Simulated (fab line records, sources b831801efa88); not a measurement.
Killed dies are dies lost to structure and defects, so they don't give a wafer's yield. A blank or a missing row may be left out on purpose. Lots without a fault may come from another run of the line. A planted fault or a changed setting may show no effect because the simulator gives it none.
A struck lot beside a sound one | flow sky130 | 16 steps out of a route of 708
Sound: wafers L948.1, L948.2, L948.4. Struck: wafer L959.1. (L959.4 of the same lot was not struck and is left out.) The cause comes at the end.
At each step with rows: each side's tool, then ch and its chambers, then its first start. Under that, the readings that differ: sound wafers | struck wafers | difference of the means | sigmas: that difference in standard deviations of wafers without a fault.
alike: readings whose means differ by less than 2 such deviations, and words and numbers that are the same on both sides. not compared: withheld readings, readings that some wafer has no value for, bounds like >300 that may hide the same value, and numbers for which the record gives no deviation and whose values overlap.
The two part at a step that has a row with sigmas, a row that says differs or no value, or rows on one side only. Numbers that don't overlap but have no deviation are shown without sigmas and don't part them. A reading that every wafer of one side lacks parts them only if that side has two wafers or more.

first, 3 steps without rows for these wafers: SKY_METAL1_EXPOSE_12 (exposes mask MM1, target cd 140 nm); SKY_METAL1_PEB_13; SKY_METAL1_DEVELOP_14 (develop time 60 s).
SKY_METAL1_CD_MEAS_15: target cd 140 nm.
  sound on cd_sem-01, day 33 06:55; struck on cd_sem-02, day 37 06:01
  reading    | sound             | struck | difference | sigmas
  cd_nm (nm) | 140.1 140.8 140.4 | 135.9  | -4.5       | -3
SKY_METAL1_OVL_MEAS_16:
  sound on overlay-01, day 33 07:02; struck on overlay-02, day 37 06:08
  alike: METAL1_OVL
SKY_METAL1_DESCUM_17: chemistry O2, time 8 s.
  sound on rie_metal-03 ch 0,1, day 33 07:04; struck on rie_metal-01 ch 0, day 37 06:10
  alike: chamber_pressure_mTorr, drypump_motor_current_A, oes_product_au
  not compared: rf_hours_counter_h
SKY_METAL1_ETCH_18: etches BARC in N2/H2, stops on SiO2, time 45.9 s, target depth 60 nm.
  sound on rie_metal-03 ch 0,1, day 33 07:06; struck on rie_metal-01 ch 0, day 37 06:12
  alike: chamber_pressure_mTorr, drypump_motor_current_A, oes_product_au, throttle_valve_pct
  not compared: rf_hours_counter_h
SKY_METAL1_METAL_ETCH_19: etches the open film in Cl2/BCl3, stops on SiO2, target depth 360 nm, time 78 s.
  sound on rie_metal-03 ch 0,1, day 33 07:10; struck on rie_metal-01 ch 0, day 37 06:16
  alike: chamber_pressure_mTorr, drypump_motor_current_A, oes_product_au, throttle_valve_pct
  not compared: rf_hours_counter_h
SKY_METAL1_STRIP_20: strips in O2/N2.
  sound on plasma_asher-03 ch 0,1, day 33 07:15; struck on plasma_asher-01 ch 1, day 37 06:21
  alike: chamber_pressure_mTorr, drypump_motor_current_A, oes_product_au, strip_time_to_endpoint_s
  not compared: rf_hours_counter_h
then, 3 steps without rows for these wafers: SKY_METAL1_STRIP_21 (strips in post etch residue remover, time 1200 s); SKY_METAL1_CLEAN_22 (cleans in IPA, time 180 s); SKY_METAL1_CLEAN_23 (cleans in O3/DIW).
SKY_VIA1_HDPCVD_00: deposits SiO2, target thk 1030 nm, time 171.7 s.
  sound on hdpcvd-02 ch 0,1, day 33 07:53; struck on hdpcvd-01 ch 1, day 37 07:17
  reading                                  | sound             | struck | difference | sigmas
  run_length_s (s)                         | 198.7 200.2 199.4 | 189.6  | -9.8       | -18
  model.SiO2_of_VIA1_HDPCVD_00.thk_nm (nm) | 1025 1034 1031    | 977.4  | -52.6      |
SKY_VIA1_THK_MEAS_01:
  sound on film_metro-02, day 33 08:00; struck on film_metro-01, day 37 07:28
  reading              | sound          | struck | difference | sigmas
  VIA1_HDPCVD_THK (nm) | 1024 1034 1031 | 978    | -52        | -5
SKY_VIA1_CMP_02: polishes SiO2.
  sound on cmp-02 ch 0,1,3, day 33 08:18; struck on cmp-02 ch 3, day 37 07:31
  alike: motor_current_A, retaining_ring_pressure_frac
-- the record jumps here: 12 days lie between the struck wafers' starts before and after (it left off in module VIA1 and takes up again in module PAD_OPEN, whose first step shown is number 708 of the route) --
SKY_PAD_OPEN_PROBE_99:
  the record has rows for the struck wafers here (prober-02, day 49 02:14) and none for the sound ones

WHERE THEY PART
First at SKY_METAL1_CD_MEAS_15; last, within this record, at SKY_PAD_OPEN_PROBE_99.

WHY: what the simulator had put in
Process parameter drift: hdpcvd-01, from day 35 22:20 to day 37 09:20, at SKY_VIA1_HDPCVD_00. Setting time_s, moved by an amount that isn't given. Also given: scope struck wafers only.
